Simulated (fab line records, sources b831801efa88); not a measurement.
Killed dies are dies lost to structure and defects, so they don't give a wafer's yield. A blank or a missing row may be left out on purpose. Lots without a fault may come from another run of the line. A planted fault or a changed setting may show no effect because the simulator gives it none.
Which tool did it? | flow gf180mcu | 14 lots, 42 wafers sampled, at 4 steps of a route of 602

WHAT THE GAUGES READ, wafer by wafer
GF_NWELL_OVL_MEAS_07.
lot  | measured    | on         | NWELL_OVL (nm)
L319 | day 3 13:44 | overlay-02 | 1.1 -0.7 -0.2
L320 | day 3 21:38 | overlay-01 | 0.7 -0.3 -2.1
L321 | day 4 04:17 | overlay-01 | -0.7 0.8 0.0
L322 | day 4 07:15 | overlay-01 | 0.1 -0.2 0.3
L323 | day 4 10:02 | overlay-01 | 0.5 1.4 -0.8
L324 | day 4 20:08 | overlay-01 | 0.6 0.4 0.4
L326 | day 5 02:29 | overlay-02 | 0.9 -0.9 0.6
L327 | day 5 08:02 | overlay-01 | 0.4 -0.6 0.4
L328 | day 5 14:47 | overlay-01 | -0.5 1.1 -1.7
L329 | day 5 19:53 | overlay-02 | 1.5 2.1 1.6
L330 | day 6 04:05 | overlay-02 | 0.6 0.7 2.0
L338 | day 7 22:24 | overlay-02 | 1.5 0.6 -0.5
L340 | day 8 10:54 | overlay-02 | 1.3 0.5 -1.9
L341 | day 8 14:02 | overlay-02 | -0.6 -1.6 2.0

GF_SAB_CD_MEAS_09: target cd 420 nm.
lot  | measured     | on        | cd_nm (nm)
L319 | day 15 16:41 | cd_sem-01 | 421.3 421.4 419.9
L320 | day 16 05:35 | cd_sem-02 | 416.7 420.4 419.3
L321 | day 16 19:22 | cd_sem-01 | 423.0 422.9 423.7
L322 | day 16 21:30 | cd_sem-01 | 420.7 423.2 419.9
L323 | day 17 02:46 | cd_sem-01 | 422.9 422.2 422.1
L324 | day 17 22:59 | cd_sem-01 | 422.9 423.1 422.6
L326 | day 18 04:46 | cd_sem-01 | 424.8 421.9 423.8
L327 | day 18 13:46 | cd_sem-01 | 419.8 419.8 417.8
L328 | day 19 01:46 | cd_sem-02 | 421.6 421.2 421.7
L329 | day 19 09:08 | cd_sem-02 | 422.5 424.2 421.9
L330 | day 19 20:47 | cd_sem-01 | 420.6 422.3 420.2
L338 | day 23 01:41 | cd_sem-01 | 420.1 422.7 421.0
L340 | day 23 10:34 | cd_sem-01 | 421.0 422.8 419.5
L341 | day 23 20:46 | cd_sem-02 | 417.2 417.4 417.6

GF_CONTACT_THK_MEAS_03.
lot  | measured     | on            | CONTACT_CVD_02_THK (nm)
L319 | day 15 17:52 | film_metro-02 | 848 858 866
L320 | day 16 06:53 | film_metro-01 | 828 839 860
L321 | day 16 20:34 | film_metro-02 | 853 858 867
L322 | day 16 22:42 | film_metro-04 | 858 869 868
L323 | day 17 03:58 | film_metro-02 | 845 834 854
L324 | day 18 00:11 | film_metro-01 | 857 858 862
L326 | day 18 05:59 | film_metro-02 | 851 873 863
L327 | day 18 14:57 | film_metro-04 | 852 864 858
L328 | day 19 02:59 | film_metro-04 | 869 884 891
L329 | day 19 10:19 | film_metro-02 | 847 867 868
L330 | day 19 21:58 | film_metro-01 | 849 864 866
L338 | day 23 02:53 | film_metro-02 | 861 867 866
L340 | day 23 11:44 | film_metro-04 | 847 877 874
L341 | day 23 21:57 | film_metro-02 | 850 859 868

WHICH TOOL RAN EACH LOT (tool, then ch and the chambers of the sampled wafers, then the start)
lot  | GF_STI_WET_ETCH_17
L319 | wet_bench-02 ch 1, day 2 07:32
L320 | wet_bench-01 ch 1, day 2 12:37
L321 | wet_bench-02 ch 1, day 2 18:04
L322 | wet_bench-03 ch 3, day 2 22:31
L323 | wet_bench-01 ch 2, day 3 03:43
L324 | wet_bench-03 ch 2, day 3 11:34
L326 | wet_bench-01 ch 1, day 3 18:58
L327 | wet_bench-02 ch 1, day 4 00:04
L328 | wet_bench-01 ch 0, day 4 05:07
L329 | wet_bench-03 ch 1, day 4 09:52
L330 | wet_bench-03 ch 2, day 4 16:01
L338 | wet_bench-03 ch 0, day 6 09:31
L340 | wet_bench-03 ch 3, day 6 21:58
L341 | wet_bench-01 ch 1, day 7 00:58
- GF_STI_WET_ETCH_17: etches Si3N4 in H3PO4, target depth 45 nm, time 514 s.

WHAT THE TOOLS THEMSELVES READ (means of the sampled wafers that have a number; where no wafer has one, the mark that the record gives instead)
GF_STI_WET_ETCH_17.
lot  | tool         | bath_guard_temp_C (C) | bath_heat_duty_pct (%) | temp_c (C)
L319 | wet_bench-02 | 160.3                 | 26.5                   | 159.90
L320 | wet_bench-01 | 160.0                 | 29.5                   | 160.17
L321 | wet_bench-02 | 160.5                 | 27.6                   | 160.01
L322 | wet_bench-03 | 159.0                 | 30.0                   | 159.91
L323 | wet_bench-01 | 159.3                 | 23.2                   | 159.83
L324 | wet_bench-03 | 160.4                 | 25.1                   | 160.05
L326 | wet_bench-01 | 159.9                 | 28.8                   | 159.98
L327 | wet_bench-02 | 160.5                 | 26.8                   | 159.95
L328 | wet_bench-01 | 159.4                 | 24.7                   | 160.03
L329 | wet_bench-03 | 159.6                 | 25.4                   | 160.23
L330 | wet_bench-03 | 160.5                 | 24.7                   | 159.90
L338 | wet_bench-03 | 156.5                 | 22.7                   | 156.33
L340 | wet_bench-03 | 155.4                 | 28.6                   | 156.23
L341 | wet_bench-01 | 159.8                 | 28.9                   | 159.97

THE ANSWER, worked out from the rows above alone
Rule: what is usual is taken from the lots themselves. Put in order of their means at a reading, lots are off if they are a third of the lots or fewer, leave a main group of 4 or more, and stand apart from it by a gap of 3 or more times the standard deviation of the main group's means; of several such gaps the widest counts. A main group whose means are all the same, to the digits that the tables above print for the reading, isn't used. A lot without any number at a reading at which 4 lots or more have one is off too. The other lots that the step has rows for count as sound. The gauges are gone through in route order, then the tools' own readings, and for those a lot's mean is taken as printed above. The first step at which some lot is off is used, and at that step the reading that is off furthest; a lot without a number counts as furthest.
Off: L338, L340, at GF_STI_WET_ETCH_17 (temp_c). The main group: mean 159.99 C, standard deviation 0.11.
A tool fits if, at that step or a process step before it, it ran every lot that is off, and no sound lot after the first of them. One fits: wet_bench-03 at GF_STI_WET_ETCH_17. Its last sound lot is L330 (day 4 16:01), its first lot that is off L338 (day 6 09:31): a fault that began between those two fits.
The tool's own readings at GF_STI_WET_ETCH_17 bear it out: on the lots that are off they differ by more than 5 times the standard deviation of the sound lots' means. bath_guard_temp_C reads 155.9 C there against 159.9 C on the sound lots; temp_c reads 156.28 C there against 159.99 C on the sound lots.

WHAT THE SIMULATOR HAD PUT IN
Process parameter drift: wet_bench-03, from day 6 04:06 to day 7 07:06, at GF_STI_WET_ETCH_17. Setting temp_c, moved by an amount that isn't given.
Lots struck among those shown: L338, L340. The rule above found the same.
